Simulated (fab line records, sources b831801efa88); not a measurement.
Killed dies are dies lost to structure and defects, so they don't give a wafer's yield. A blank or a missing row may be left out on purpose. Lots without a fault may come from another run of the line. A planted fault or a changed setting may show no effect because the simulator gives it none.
fab line records | flow sky130
record lots=4 wafers=12 last_day=49
route steps=708 shown LDD_LDN@292 SPACER@304 POLY_CUT@307 SD_P@320 RES_XHIGH@332 SALICIDE@361 PAD_OPEN@708
lots that met no fault: from a run of the same line without faults
start_h: hours from the record's first day to the start of the lot's first wafer shown | wait_h: hours since the lot's step before | " the same as in the row above | L1.1+2: a row that stands for several wafers | - no value, or no start given | * or withheld: withheld | < > ~ a bound
route shown NAME@n: a module of which the file shows steps, and the number in the route of the first | usual: mean/standard deviation of fault-free wafers | same: alike in all rows | chamber/n: place in a boat | sites: the reading at each site | _std_site: their standard deviation | _edge_site: outer sites' mean less inner sites' | radius_mm: how far each site lies from the wafer's centre | mask NAME#n: copy n | behind: the tool/chamber that last shaped the wafer | hold: why the lot was held/for how many hours/how that ended | device: the transistor (n, p or np) that didn't switch | end of line: the same wafers' tests at the end of the route | a step without rows: its recipe alone | killed: dies lost to structure and defects at the first sort, not the wafer's yield | map: a wafer's dies, x killed, . not, _ none there
set.NAME: the setting as run; set.NAME@STEP: as run at that earlier step | model.NAME: the simulator's own value behind a step, which no gauge read
lots at some steps of the route; a table a step, a row a wafer
services: from which hour (start_h, from the record's first day; less than 0 if before it) a tool's chamber was out of use, for how many hours, and why
## steps
# step SKY_LDD_LDN_SOFTBAKE_03
# recipe temp_c=90 time_s=60 resist=NOVOLAK
# step SKY_LDD_LDN_EXPOSE_04
# recipe mask_id=LDNTM na=0.6 source_shape=conventional sigma_outer=0.6 polarization=unpolarized target_cd_nm=700 dose_mj=140
# step SKY_LDD_LDN_PEB_05
# recipe temp_c=withheld time_s=* resist=NOVOLAK
# step SKY_LDD_LDN_DEVELOP_06
# recipe resist=NOVOLAK developer=TMAH develop_time_s=60 dev_temp_c=23
# step SKY_LDD_LDN_IMPLANT_08
# recipe species=As energy_kev=15 dose_cm2=1.25e+13 tilt_deg=withheld rotation_deg=23
# step SKY_LDD_LDN_IMPLANT_09
# recipe species=As energy_kev=15 dose_cm2=1.25e+13 tilt_deg=withheld rotation_deg=113
# step SKY_LDD_LDN_IMPLANT_10
# recipe species=As energy_kev=15 dose_cm2=1.25e+13 tilt_deg=withheld rotation_deg=203
# step SKY_LDD_LDN_IMPLANT_11
# recipe species=As energy_kev=15 dose_cm2=1.25e+13 tilt_deg=withheld rotation_deg=293
# step SKY_LDD_LDN_STRIP_12
# recipe chemistry=O2/N2 power_w=1400 pressure_mtorr=1500 platen_temp_c=withheld o2_flow_sccm=3000 n2_flow_sccm=300 overash_fraction=0.5
# step SKY_LDD_LDN_CLEAN_14
# recipe chemistry=SC1/SC2 mix=1:4:20 temp_c=70 time_s=150 dry=n2_spin
# step SKY_SPACER_CVD_00
# recipe material=Si3N4 precursor=DCS/NH3 target_thk_nm=43.1 temp_c=770 time_s=740 pressure_mtorr=250
# usual spike_tc_top_C=783.9/0.99 zone_power_upper_pct=12.3/1.4
# columns lot.wafer tool chamber start_h wait_h spike_tc_top_C zone_power_upper_pct model.Si3N4_of_SPACER_CVD_00.thk_nm
L292.2 lpcvd-02 1 595.22 0.3 782.8 14.1 38.74
L292.3 " 1 " " 782.6 14.0 38.81
L292.6 " 1 " " 782.6 14.1 38.53
L293.3 lpcvd-02 1 620.23 0.0 783.9 14.0 37.97
L293.5 " 1 " " 784.5 14.0 38.31
L293.6 " 1 " " 783.9 14.0 38.2
L303.2 lpcvd-02 0 683.09 1.4 784.4 11.2 43.36
L303.3 " 0 " " 784.8 11.4 43.48
L303.6 " 0 " " 782.5 11.4 43.34
L304.4 lpcvd-02 0 690.23 1.7 785.0 11.2 42.33
L304.5 " 0 " " 784.5 11.3 42.28
L304.6 " 0 " " 783.5 11.2 42.77
# step SKY_SPACER_THK_MEAS_01
# recipe reads=Si3N4_of_SPACER_CVD_00
# usual SPACER_CVD_00_THK=43.1/0.44
# columns lot.wafer tool chamber start_h wait_h SPACER_CVD_00_THK[nm]
L292.2 film_metro-02 - 596.44 0.0 38.7
L292.3 " - " " 38.9
L292.6 " - " " 38.5
L293.3 film_metro-04 - 621.46 0.0 38.0
L293.5 " - " " 38.3
L293.6 " - " " 38.2
L303.2 film_metro-01 - 684.30 0.0 43.4
L303.3 " - " " 43.5
L303.6 " - " " 43.3
L304.4 film_metro-01 - 691.46 0.0 42.3
L304.5 " - " " 42.3
L304.6 " - " " 42.8
# step SKY_SPACER_ETCHBACK_02
# recipe chemistry=CH3F/O2 target=Si3N4 stop_on=SiO2 source_w=400 bias_w=80 pressure_mtorr=25 ch3f_flow_sccm=40 O2_flow_sccm=30 time_s=46.7 target_depth_a=450
# usual bias_w=80.06/0.22 drypump_motor_current_A=5.6/0.36 oes_product_au=0.854/0.0071 rf_fwd_power_W=395.6/1.5 throttle_valve_pct=10.562/0.0085
# columns lot.wafer tool chamber start_h wait_h bias_w drypump_motor_current_A oes_product_au rf_fwd_power_W rf_hours_counter_h throttle_valve_pct model.etch.depth_nm
L292.2 rie_diel-03 3 596.49 0.0 80.04 6.0 0.803 396.7 63 10.552 38.74
L292.3 " 0 " " 80.17 5.6 0.804 393.3 8 10.544 38.81
L292.6 " 2 " " 80.13 5.4 0.792 392.6 - 10.564 38.53
L293.3 rie_diel-02 3 621.50 0.0 79.83 5.4 0.801 396.6 33 10.557 37.97
L293.5 " 2 " " 80.49 6.3 0.808 394.5 - 10.548 38.31
L293.6 " 3 " " 79.81 5.3 0.802 398.1 - 10.555 38.2
L303.2 rie_diel-02 0 684.35 0.0 80.00 5.7 0.860 395.8 33 10.547 43.36
L303.3 " 2 " " 79.92 6.2 0.857 394.7 45 10.559 43.48
L303.6 " 3 " " 80.00 5.3 0.860 397.0 - 10.565 43.34
L304.4 rie_diel-01 1 691.49 0.0 80.24 5.5 0.846 393.9 9 10.552 42.33
L304.5 " 3 " " 80.07 5.5 0.842 396.4 - 10.553 42.28
L304.6 " 2 " " 80.14 5.8 0.858 393.4 - 10.550 42.77
# step SKY_POLY_CUT_DEHYDRATE_00
# recipe temp_c=200 time_s=60
# step SKY_POLY_CUT_HMDS_01
# recipe prime_time_s=60 prime_temp_c=120
# step SKY_POLY_CUT_COAT_02
# recipe resist=BARC temp_c=withheld time_s=withheld spin_rpm=3000 resist_thk_nm=60
# step SKY_POLY_CUT_COAT_03
# recipe resist=KrF-thick spin_rpm=3000 resist_thk_nm=450
# step SKY_POLY_CUT_SOFTBAKE_04
# recipe temp_c=100 time_s=90 resist=KrF-thick
# step SKY_POLY_CUT_EXPOSE_05
# recipe mask_id=NPCM na=0.8 source_shape=annular sigma_inner=0.55 sigma_outer=0.85 target_cd_nm=270 dose_mj=32
# step SKY_POLY_CUT_PEB_06
# recipe peb_temp_c=withheld peb_time_s=withheld resist=KrF-thick
# step SKY_POLY_CUT_DEVELOP_07
# recipe develop_time_s=60 resist=KrF-thick dev_temp_c=21
# step SKY_POLY_CUT_ETCH_10
# recipe chemistry=N2/H2 target=BARC ion_energy_ev=200 source_w=500 bias_w=100 pressure_mtorr=30 n2_flow_sccm=100 h2_flow_sccm=200 stop_on=SiO2 time_s=45.9 target_depth_a=600
# step SKY_POLY_CUT_ETCH_11
# recipe target=Si3N4 chemistry=CF4/CH2F2/Ar stop_on=poly-Si source_w=600 bias_w=150 pressure_mtorr=40 cf4_flow_sccm=40 ch2f2_flow_sccm=20 Ar_flow_sccm=150 time_s=42.5 target_depth_a=600
# step SKY_POLY_CUT_STRIP_12
# recipe chemistry=O2/N2 power_w=1400 pressure_mtorr=1500 platen_temp_c=withheld o2_flow_sccm=3000 n2_flow_sccm=300 overash_fraction=0.5
# step SKY_SD_P_DEHYDRATE_00
# recipe temp_c=200 time_s=60
# step SKY_SD_P_HMDS_01
# recipe prime_time_s=60 prime_temp_c=120
# step SKY_SD_P_COAT_02
# recipe resist=NOVOLAK spin_rpm=3000 resist_thk_nm=1140
# step SKY_SD_P_SOFTBAKE_03
# recipe temp_c=90 time_s=60 resist=NOVOLAK
# step SKY_SD_P_EXPOSE_04
# recipe mask_id=PSDM na=0.6 source_shape=conventional sigma_outer=0.6 polarization=unpolarized target_cd_nm=380 dose_mj=138
# step SKY_SD_P_PEB_05
# recipe temp_c=withheld time_s=* resist=NOVOLAK
# step SKY_SD_P_DEVELOP_06
# recipe resist=NOVOLAK developer=TMAH develop_time_s=60 dev_temp_c=23
# step SKY_SD_P_IMPLANT_09
# recipe species=BF2 energy_kev=20 dose_cm2=3e+15 tilt_deg=0
# step SKY_SD_P_STRIP_10
# recipe chemistry=O2/N2 power_w=1400 pressure_mtorr=1500 platen_temp_c=withheld o2_flow_sccm=3000 n2_flow_sccm=300 overash_fraction=0.5
# step SKY_RES_XHIGH_DEHYDRATE_00
# recipe temp_c=200 time_s=60
# step SKY_RES_XHIGH_HMDS_01
# recipe prime_time_s=60 prime_temp_c=120
# step SKY_SALICIDE_CLEAN_00
# recipe chemistry=HF-last time_s=30 dilution=100:1 dry=ipa_marangoni
# columns lot.wafer tool chamber start_h wait_h model.Si3N4_of_SPACER_CVD_00.thk_nm
L292.2 wet_bench-03 2 707.48 0.1 37.76
L292.3 " 2 " " 37.84
L292.6 " 2 " " 37.56
L293.3 wet_bench-01 0 732.38 0.1 36.99
L293.5 " 0 " " 37.33
L293.6 " 0 " " 37.22
L303.2 wet_bench-01 3 794.62 0.1 42.39
L303.3 " 3 " " 42.51
L303.6 " 3 " " 42.36
L304.4 wet_bench-03 0 800.63 0.0 41.36
L304.5 " 0 " " 41.3
L304.6 " 0 " " 41.79
# step SKY_PAD_OPEN_PROBE_99
# usual killed_at_M0_to_M3=43/6.6 killed_at_M4_up=3.2/1.9 killed_at_contacts=25/5.3 killed_at_front_end=16/4.5 killed_at_other=0.3/0.63 killed_dies=87/8.9 killed_open=48/7.9 killed_short=39/5.3
# same gross_dies=492 killed_at_back_side=0
# columns lot.wafer tool chamber start_h wait_h killed_at_M0_to_M3 killed_at_M4_up killed_at_contacts killed_at_front_end killed_at_other killed_dies killed_open killed_short model.etest.pfet_01v8.r_on_ohm_um model.etest.nfet_g5v0d10v5.r_on_ohm_um model.etest.sonos_uncharged.r_on_ohm_um model.etest.pfet_01v8.drive_ua_um model.etest.pfet_01v8_hvt.drive_ua_um model.etest.pfet_01v8_hvt.off_log10_a_um model.etest.nfet_g5v0d10v5.off_log10_a_um
L292.2 prober-01 - 1119.29 0.1 47 2 24 19 1 93 53 40 2800 1854 802.2 200 151.3 -12.64 -13.76
L292.3 prober-01 - 1119.34 0.2 51 2 19 16 0 88 48 39 2821 1855 807.4 196.6 146.4 -12.8 -13.97
L292.6 prober-01 - 1119.49 0.2 36 2 26 11 0 75 34 41 2726 1852 788.6 207.2 154.2 -12.58 -13.76
L293.3 prober-02 - 1139.60 0.2 48 2 22 12 0 84 43 41 2865 1849 800.4 193.5 145.1 -12.87 -13.76
L293.5 prober-02 - 1139.70 0.2 37 2 27 10 0 76 43 33 2868 1876 788.8 191.4 144.6 -12.94 -13.79
L293.6 prober-02 - 1139.75 0.2 44 5 34 13 0 96 63 33 2878 1867 801.4 190 141.9 -13.07 -13.62
L303.2 prober-02 - 1180.03 0.1 45 2 23 14 0 84 56 28 3044 1873 832.9 183.3 135 -13.43 -13.76
L303.3 prober-02 - 1180.08 0.2 47 1 27 18 0 93 45 48 2979 1854 830.3 187.7 139.4 -13.2 -13.83
L303.6 prober-02 - 1180.23 0.2 32 1 27 16 0 76 37 38 3015 1865 829.3 183.1 134.9 -13.28 -13.93
L304.4 prober-01 - 1183.85 0.2 29 8 26 6 0 69 36 33 2838 1866 802.1 199.9 148.3 -12.79 -13.85
L304.5 prober-01 - 1183.90 0.2 51 8 36 7 0 102 62 40 2847 1860 808.5 201.1 148.5 -12.86 -13.85
L304.6 prober-01 - 1183.95 0.2 38 3 25 18 0 84 49 35 2760 1850 795.9 204.9 151.5 -12.81 -13.83
# killed by level:class
L292.2 VIA1:geometric_particle:open=11 VIA2:geometric_particle:open=10 CONTACT:geometric_particle:open=8 FIELD_ISO:geometric_particle:open=7 LI_CONTACT:geometric_particle:open=7 POLY_GATE:geometric_particle:short=6 VIA1:geometric_particle:short=5 METAL3:geometric_particle:short=5
L292.3 VIA2:geometric_particle:open=14 VIA1:geometric_particle:open=8 FIELD_ISO:geometric_particle:short=6 LOCAL_INTERCONNECT:geometric_particle:short=6 METAL2:geometric_particle:short=6 CONTACT:geometric_particle:open=6 VIA3:geometric_particle:open=5 VIA1:geometric_particle:short=5
L292.6 LI_CONTACT:geometric_particle:open=11 METAL3:geometric_particle:short=7 CONTACT:geometric_particle:short=6 VIA1:geometric_particle:open=6 METAL2:geometric_particle:short=5 CONTACT:geometric_particle:open=5 METAL1:geometric_particle:short=5 VIA1:geometric_particle:short=4
L293.3 VIA1:geometric_particle:open=15 CONTACT:geometric_particle:short=8 METAL2:geometric_particle:short=7 METAL1:geometric_particle:short=6 CONTACT:geometric_particle:open=5 VIA2:geometric_particle:open=5 VIA1:geometric_particle:short=4 LI_CONTACT:geometric_particle:open=4
L293.5 CONTACT:geometric_particle:open=9 VIA1:geometric_particle:open=9 VIA3:geometric_particle:open=7 LI_CONTACT:geometric_particle:open=6 VIA2:geometric_particle:open=5 LOCAL_INTERCONNECT:geometric_particle:short=4 METAL1:geometric_particle:short=4 METAL2:geometric_particle:short=4
L293.6 VIA2:geometric_particle:open=12 VIA1:geometric_particle:open=10 CONTACT:geometric_particle:open=10 VIA3:geometric_particle:open=10 LI_CONTACT:geometric_particle:open=8 LOCAL_INTERCONNECT:geometric_particle:short=8 METAL1:geometric_particle:short=5 POLY_GATE:geometric_particle:open=4
L303.2 VIA1:geometric_particle:open=17 CONTACT:geometric_particle:open=10 VIA2:geometric_particle:open=8 LI_CONTACT:geometric_particle:open=6 METAL1:geometric_particle:short=5 VIA3:geometric_particle:open=5 POLY_GATE:geometric_particle:short=4 LOCAL_INTERCONNECT:geometric_particle:short=3
L303.3 VIA1:geometric_particle:open=12 VIA1:geometric_particle:short=8 CONTACT:geometric_particle:open=8 LI_CONTACT:geometric_particle:open=7 POLY_GATE:geometric_particle:short=7 METAL2:geometric_particle:short=6 LOCAL_INTERCONNECT:geometric_particle:short=5 METAL1:geometric_particle:short=5
L303.6 LI_CONTACT:geometric_particle:open=11 VIA3:geometric_particle:open=9 FIELD_ISO:geometric_particle:short=6 LOCAL_INTERCONNECT:geometric_particle:short=6 METAL2:geometric_particle:short=5 VIA1:geometric_particle:short=5 FIELD_ISO:geometric_particle:open=4 CONTACT:geometric_particle:open=4
L304.4 VIA1:geometric_particle:open=9 CONTACT:geometric_particle:open=7 LI_CONTACT:geometric_particle:open=6 LOCAL_INTERCONNECT:geometric_particle:short=5 METAL2:geometric_particle:short=5 METAL4:geometric_particle:short=5 CONTACT:geometric_particle:short=4 METAL1:geometric_particle:short=3
L304.5 LI_CONTACT:geometric_particle:open=19 VIA1:geometric_particle:open=11 VIA2:geometric_particle:open=10 METAL2:geometric_particle:short=8 CONTACT:geometric_particle:open=7 METAL1:geometric_particle:short=6 METAL4:geometric_particle:short=5 CONTACT:geometric_particle:short=4
L304.6 CONTACT:geometric_particle:open=14 VIA1:geometric_particle:open=10 METAL1:geometric_particle:short=7 VIA2:geometric_particle:open=6 FIELD_ISO:geometric_particle:short=5 METAL2:geometric_particle:short=5 LI_CONTACT:geometric_particle:open=4 FIELD_ISO:geometric_particle:open=3
## services
# columns tool chamber start_h hours kind
rie_diel-02 1 611.56 - clean
rie_diel-02 1 611.56 16.1 scheduled_down
rie_diel-02 1 611.56 16.1 vent_cycle
rie_diel-03 - 616.60 0.4 repair
wet_bench-03 - 628.72 1.9 pm
rie_diel-03 3 633.97 - clean
rie_diel-03 3 633.97 16.6 scheduled_down
rie_diel-03 3 633.97 16.6 vent_cycle
wet_bench-01 - 635.14 3.5 repair
rie_diel-02 - 635.15 2.8 repair
rie_diel-01 3 665.48 16.8 repair
rie_diel-01 2 668.66 16.0 repair
rie_diel-01 3 697.17 8.3 repair
rie_diel-03 1 700.21 14.7 repair
rie_diel-01 3 705.44 - clean
rie_diel-01 3 705.44 20.1 scheduled_down
rie_diel-03 - 706.53 2.8 pm
rie_diel-02 0 743.89 6.9 repair
rie_diel-02 1 749.22 2.2 repair
rie_diel-01 - 752.37 0.6 repair
rie_diel-02 2 755.86 - clean
rie_diel-02 2 755.86 18.9 scheduled_down
rie_diel-02 2 755.86 18.9 vent_cycle
rie_diel-02 2 800.24 14.3 repair
## key
first_sign step=SKY_SPACER_THK_MEAS_01 reading=SPACER_CVD_00_THK direction=down sigmas=10 usual=43.1 struck=38.4
effect step=SKY_SPACER_ETCHBACK_02 reading=oes_product_au direction=down sigmas=7.4 usual=0.854 struck=0.802
model_effect step=SKY_SPACER_CVD_00 value=Si3N4_of_SPACER_CVD_00.thk_nm without=43.19 struck=38.43
model_effect step=SKY_SPACER_ETCHBACK_02 value=etch.depth_nm without=43.19 struck=38.43
model_effect step=SKY_SALICIDE_CLEAN_00 value=Si3N4_of_SPACER_CVD_00.thk_nm without=42.21 struck=37.45
model_effect step=SKY_PAD_OPEN_PROBE_99 value=etest.pfet_01v8.r_on_ohm_um without=2975 struck=2826
met_at SKY_SPACER_CVD_00
struck_wafers L292.2,L292.3,L292.6,L293.3,L293.5,L293.6
tester_left_out L292,L293
fault kind=process_parameter_drift tool=lpcvd-02 chamber=- onset_h=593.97 steps=SKY_SPACER_CVD_00 channel=target_thk_nm offset=-4.7582 shape=step end_h=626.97 acts_in=these_recipes_only stated=43.1
# tester_left_out: of these lots the tester's yield and bins aren't shown, on N5 and GAA mostly nor the transistor test; their killed dies are dies lost to structure and defects alone, not to doping, threshold or leakage, so they don't give the yield
